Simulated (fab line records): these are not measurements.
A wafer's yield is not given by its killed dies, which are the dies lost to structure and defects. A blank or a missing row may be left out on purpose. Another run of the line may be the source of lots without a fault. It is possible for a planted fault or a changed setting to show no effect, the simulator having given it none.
Which tool is to blame? | flow sky130 | 13 lots with 38 wafers sampled at 5 steps, on a route of 708 steps

WHAT EACH GAUGE READ, for each wafer
SKY_LDD_P_CD_MEAS_07 targets a cd of 380 nm.
lot  | measured     | on        | cd-nm (nm)
L601 | day 18 18:46 | cd-sem-02 | 383.3 379.9 380.9
L602 | day 18 21:19 | cd-sem-02 | 380.7 377.4 381.4
L603 | day 19 18:20 | cd-sem-02 | 384.0 379.5 382.7
L604 | day 19 18:31 | cd-sem-01 | 384.5 382.3 382.5
L605 | day 20 03:54 | cd-sem-02 | 381.5 380.8 380.5
L609 | day 22 17:50 | cd-sem-02 | 375.1 376.6
L615 | day 24 15:46 | cd-sem-02 | 379.6 379.4 381.2
L616 | day 24 20:07 | cd-sem-01 | 379.8 380.7 379.9
L620 | day 26 11:55 | cd-sem-01 | 380.2 381.1 382.9
L621 | day 26 17:36 | cd-sem-02 | 378.0 376.3 377.6
L622 | day 26 19:46 | cd-sem-01 | 375.4 377.5 376.3
L623 | day 27 00:09 | cd-sem-02 | 382.8 380.8 378.6
L624 | day 27 02:19 | cd-sem-02 | 382.4 381.1 380.5

SKY_LDD_P_TW_MEAS_11.
lot  | measured     | on            | LDD_P_TW
L601 | day 18 19:10 | film-metro-01 | 643 641 644
L602 | day 18 21:43 | film-metro-02 | 638 633 641
L603 | day 19 18:44 | film-metro-02 | 632 633 635
L604 | day 19 18:55 | film-metro-01 | 643 642 641
L605 | day 20 04:18 | film-metro-03 | 646 645 652
L609 | day 22 18:14 | film-metro-02 | 641 641
L615 | day 24 16:08 | film-metro-02 | 636 640 634
L616 | day 24 20:32 | film-metro-01 | 640 638 636
L620 | day 26 12:20 | film-metro-03 | 642 641 641
L621 | day 26 18:00 | film-metro-03 | 644 644 641
L622 | day 26 20:11 | film-metro-01 | 642 643 636
L623 | day 27 00:34 | film-metro-02 | 639 637 635
L624 | day 27 02:44 | film-metro-01 | 644 638 639

SKY_SD_P_CD_MEAS_07 targets a cd of 380 nm.
lot  | measured     | on        | cd-nm (nm)
L601 | day 25 05:25 | cd-sem-01 | 381.4 379.6 379.5
L602 | day 25 07:25 | cd-sem-01 | 379.9 381.3 381.0
L603 | day 26 01:38 | cd-sem-02 | 380.3 378.8 379.8
L604 | day 26 04:07 | cd-sem-01 | 376.7 377.6 378.7
L605 | day 26 13:01 | cd-sem-01 | 380.3 378.8 381.4
L609 | day 28 22:08 | cd-sem-01 | 381.0 388.0
L615 | day 30 18:28 | cd-sem-02 | 383.0 380.9 381.2
L616 | day 30 23:28 | cd-sem-02 | 378.8 376.1 378.3
L620 | day 32 12:25 | cd-sem-02 | 381.7 382.2 382.6
L621 | day 32 18:40 | cd-sem-01 | 383.2 382.2 383.7
L622 | day 32 19:39 | cd-sem-02 | 382.0 385.4 381.7
L623 | day 32 22:55 | cd-sem-02 | 382.3 381.0 380.1
L624 | day 33 01:46 | cd-sem-02 | 381.1 379.2 380.7

SKY_SD_P_TW_MEAS_11.
lot  | measured     | on            | SD_P_TW
L601 | day 25 05:49 | film-metro-02 | 2823 2832 2815
L602 | day 25 07:49 | film-metro-02 | 2807 2831 2834
L603 | day 26 02:01 | film-metro-03 | 2850 2853 2870
L604 | day 26 04:31 | film-metro-04 | 2844 2835 2845
L605 | day 26 13:26 | film-metro-04 | 2848 2835 2832
L609 | day 28 22:31 | film-metro-04 | 2850 2843
L615 | day 30 18:50 | film-metro-04 | 2834 2842 2837
L616 | day 30 23:53 | film-metro-03 | 2860 2848 2854
L620 | day 32 12:50 | film-metro-03 | 2840 2856 2852
L621 | day 32 19:05 | film-metro-03 | 2844 2843 2854
L622 | day 32 20:03 | film-metro-02 | 2837 2834 2835
L623 | day 32 23:19 | film-metro-04 | 2827 2836 2847
L624 | day 33 02:11 | film-metro-03 | 2876 2870 2879

EACH LOT AND THE TOOL THAT RAN IT (in order: tool; ch and the chambers of the sampled wafers; start)
lot  | SKY_SD_P_DEVELOP_06
L601 | litho-track-01 ch 0, day 25 05:16
L602 | litho-track-01 ch 0, day 25 07:16
L603 | litho-track-01 ch 0, day 26 01:29
L604 | litho-track-01 ch 0, day 26 03:58
L605 | litho-track-02 ch 0, day 26 12:52
L609 | litho-track-01 ch 0, day 28 21:59
L615 | litho-track-03 ch 0, day 30 18:19
L616 | litho-track-02 ch 0, day 30 23:19
L620 | litho-track-02 ch 0, day 32 12:16
L621 | litho-track-02 ch 0, day 32 18:31
L622 | litho-track-03 ch 0, day 32 19:30
L623 | litho-track-01 ch 0, day 32 22:46
L624 | litho-track-03 ch 0, day 33 01:33
- SKY_SD_P_DEVELOP_06: develop time 60 s.

AS READ BY THE TOOLS THEMSELVES (means over the sampled wafers that have a number; for cases with no such wafer, the mark the record gives instead)
SKY_SD_P_DEVELOP_06.
lot  | tool           | developer-temp-C (C) | exhaust-pa (Pa)
L601 | litho-track-01 | 22.83                | 45.5
L602 | litho-track-01 | 23.10                | 45.6
L603 | litho-track-01 | 22.97                | 45.5
L604 | litho-track-01 | 22.95                | 45.4
L605 | litho-track-02 | 23.00                | 45.4
L609 | litho-track-01 | 23.04                | 44.6
L615 | litho-track-03 | 23.04                | 44.4
L616 | litho-track-02 | 23.04                | 45.1
L620 | litho-track-02 | 23.07                | 45.3
L621 | litho-track-02 | 23.13                | 44.9
L622 | litho-track-03 | 23.00                | 44.4
L623 | litho-track-01 | 22.99                | 46.1
L624 | litho-track-03 | 22.89                | 46.2

THE ANSWER, worked out from the rows above alone
Rule: what is usual is taken from the lots themselves. Put in order of their means at a reading, lots are off if they are a third of the lots or fewer, leave a main group of 4 or more, and stand apart from it by a gap of 3 or more times the standard deviation of the main group's means; of several such gaps the widest counts. A main group is skipped when, at the precision printed for the reading in the tables above, its means are all equal. A lot without any number at a reading at which 4 lots or more have one is off too. Any other lot the step has rows for is counted as sound. After the gauges, taken in route order, come the tools' own readings; for these a lot's mean is taken, as printed above. The first step at which some lot is off is used, and at that step the reading that is off furthest; a lot without a number counts as furthest.
No lot is off at any reading shown: from this, nothing can be told.

WHAT THE SIMULATOR HAD INSERTED
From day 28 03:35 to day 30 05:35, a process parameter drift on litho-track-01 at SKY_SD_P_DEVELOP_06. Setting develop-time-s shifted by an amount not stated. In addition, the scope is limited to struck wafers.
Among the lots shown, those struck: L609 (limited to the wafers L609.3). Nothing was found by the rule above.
